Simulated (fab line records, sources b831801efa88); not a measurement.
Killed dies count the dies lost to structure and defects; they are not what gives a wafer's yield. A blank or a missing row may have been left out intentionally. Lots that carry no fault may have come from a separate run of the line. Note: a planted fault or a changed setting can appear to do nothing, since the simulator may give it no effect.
2 desks, one fault ; flow sky130 ; only its own numbers are on each desk; what lay behind them is given at the end

FROM THE METROLOGY DESK
What the gauges read for every lot (on any tool): the sampled wafers with a number, averaged. The brackets show how far a lot's mean lies from the usual mean; more than 4 standard deviations puts the lot out of limits, marked OUT.
Columns: A = CONTACT_W_RS at SKY_CONTACT_RS_MEAS_25, usual 0.3404 ohm/sq; B = CONTACT_W_THK at SKY_CONTACT_THK_MEAS_26, usual 337 nm; C = cdNm at SKY_METAL1_CD_MEAS_15, usual 138.9 nm
lot;first seen here;A;B;C
L166;day 31 19:46;0.3364;344;139.3
L168;day 33 02:12;0.3426;335;137.1
L169;day 33 03:12;0.3441;327;140.2
L172;day 33 20:13;0.3400;339;137.4
L173;day 34 19:47;0.3455;326;141.0
L175;day 34 22:58;0.3398;332;139.6
L174;day 35 04:05;0.3407;341;138.3
L176;day 35 11:16;0.3399;342;140.0
L177;day 35 12:59;0.3403;340;138.5
L180;day 36 10:56;0.3421;339;138.7
L183;day 37 12:58;0.2943 (-15) OUT;406 (+12) OUT;138.9
L186;day 38 04:40;0.3403;335;140.6
L184;day 38 06:00;0.3105 (-10) OUT;375 (+6.7) OUT;139.0
L187;day 38 11:38;0.3409;337;137.1
This desk's finding: out of limits on L183, L184; first on L183, day 37 12:58 (CONTACT_W_RS at SKY_CONTACT_RS_MEAS_25). L166, L168, L169, L172, L173, L175, L174, L176, L177, L180, L186, L187 stayed within limits.

THE TOOL OWNER'S DESK: cvdW-02
The tool's own readings at SKY_CONTACT_CVD_24 (deposits W, target thk 340 nm, time 102.12 s): means of the sampled wafers that have a number, for each lot that ran on this tool. The brackets show how far a lot's mean lies from the usual mean; more than 4 standard deviations puts the lot out of limits, marked OUT.
Columns: A = heaterPowerOuterW at SKY_CONTACT_CVD_24, usual 487 W; B = heaterPowerW at SKY_CONTACT_CVD_24, usual 801 W
lot;first seen here;A;B
L166;day 31 19:40;494;810
L169;day 33 03:05;476;785
L173;day 34 19:40;492;784
L175;day 34 22:52;481;782
L174;day 35 03:58;478;790
L176;day 35 11:10;473;785
L177;day 35 12:52;493;793
L183;day 37 12:50;485;806
L184;day 38 05:53;496;801
This desk's verdict: no lot among the 9 shows anything out of limits.

BROUGHT TOGETHER
The metrology desk could have raised an alarm at day 37 12:58, on L183, L184.
The tool owner's desk saw nothing out of limits.
Tool owner's desk: L183, L184 on record, inside its limits.
Every lot named ran SKY_CONTACT_CVD_24 on cvdW-02.

WHAT THE SIMULATOR PUT IN
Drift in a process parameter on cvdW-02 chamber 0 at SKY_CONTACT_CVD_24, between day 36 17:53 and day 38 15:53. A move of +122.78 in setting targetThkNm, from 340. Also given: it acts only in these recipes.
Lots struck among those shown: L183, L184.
Delay in hours, fault start to first out-of-limits reading, per desk: metrology desk 19.
